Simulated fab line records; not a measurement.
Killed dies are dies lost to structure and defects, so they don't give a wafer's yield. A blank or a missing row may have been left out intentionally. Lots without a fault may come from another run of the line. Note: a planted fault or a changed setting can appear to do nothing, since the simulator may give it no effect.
One fault through the eyes of 2 desks || flow sky130 || every desk sees just its own numbers, and what lay behind them comes last

== AT THE TOOL OWNER'S DESK: implanter-01 ==
The tool's own readings at SKY_SD_P_IMPLANT_09: means of the sampled wafers that have a number, for each lot that ran on this tool. A lot is out of limits, marked OUT, if its mean lies more than 4 standard deviations from the usual mean; the brackets give that distance.
Columns: A = beam-energy-keV at SKY_SD_P_IMPLANT_09, usual 19.999
{"lot": "L252", "first seen here": "day 26 12:16", "A": 20.000}
{"lot": "L261", "first seen here": "day 29 18:01", "A": 20.009}
{"lot": "L267", "first seen here": "day 31 16:28", "A": "25.972 (+99 or more) OUT"}
{"lot": "L269", "first seen here": "day 32 07:44", "A": "25.970 (+99 or more) OUT"}
This desk's finding: out of limits on L267, L269; first on L267, day 31 16:28 (beam-energy-keV at SKY_SD_P_IMPLANT_09). L252, L261: within limits.

== AT THE METROLOGY DESK ==
Lot by lot, what the gauges showed, no matter which tool ran the lot: averages of those sampled wafers that carry a number. A lot is out of limits, marked OUT, if its mean lies more than 4 standard deviations from the usual mean; the brackets give that distance.
Columns: A = LDD_LDN_TW at SKY_LDD_LDN_TW_MEAS_13, usual 1476; B = SD_P_TW at SKY_SD_P_TW_MEAS_11, usual 2846; C = SD_P_RS at SKY_SD_N_RS_MEAS_17, usual 147.2 ohm/sq
{"lot": "L252", "first seen here": "day 23 23:11", "A": 1473, "B": 2797, "C": 147.0}
{"lot": "L255", "first seen here": "day 24 19:52", "A": 1476, "B": 2864, "C": 146.8}
{"lot": "L259", "first seen here": "day 27 00:19", "A": 1468, "B": 2872, "C": 146.8}
{"lot": "L260", "first seen here": "day 27 00:41", "A": 1467, "B": 2878, "C": 146.4}
{"lot": "L261", "first seen here": "day 27 06:28", "A": 1467, "B": 2859, "C": 147.4}
{"lot": "L266", "first seen here": "day 28 16:55", "A": 1465, "B": 2836, "C": 147.6}
{"lot": "L267", "first seen here": "day 29 06:34", "A": 1471, "B": "3012 (+4.9) OUT", "C": "129.8 (-40) OUT"}
{"lot": "L269", "first seen here": "day 29 18:22", "A": 1467, "B": "3022 (+5.2) OUT", "C": "129.2 (-41) OUT"}
{"lot": "L270", "first seen here": "day 29 20:14", "A": 1468, "B": 2889, "C": 146.3}
{"lot": "L272", "first seen here": "day 31 06:38", "A": 1460, "B": 2881, "C": 147.2}
This desk reports L267, L269 out of limits; the earliest was L267 at day 31 16:43 (SD_P_TW at SKY_SD_P_TW_MEAS_11). L252, L255, L259, L260, L261, L266, L270, L272: within limits.

== PUT TOGETHER ==
On L267, L269, at day 31 16:28, an alarm was possible from the tool owner's desk.
On L267, L269, the metrology desk was in a position to raise an alarm at day 31 16:43.
On implanter-01, each named lot ran SKY_SD_P_IMPLANT_09.

== WHAT HAD BEEN PUT IN BY THE SIMULATOR ==
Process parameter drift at SKY_SD_P_IMPLANT_09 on implanter-01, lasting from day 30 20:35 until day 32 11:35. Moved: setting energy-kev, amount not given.
Struck lots among those shown: L267, L269.
Time in hours from fault onset to the first out-of-limits reading at each desk: tool owner's desk 20, metrology desk 20.
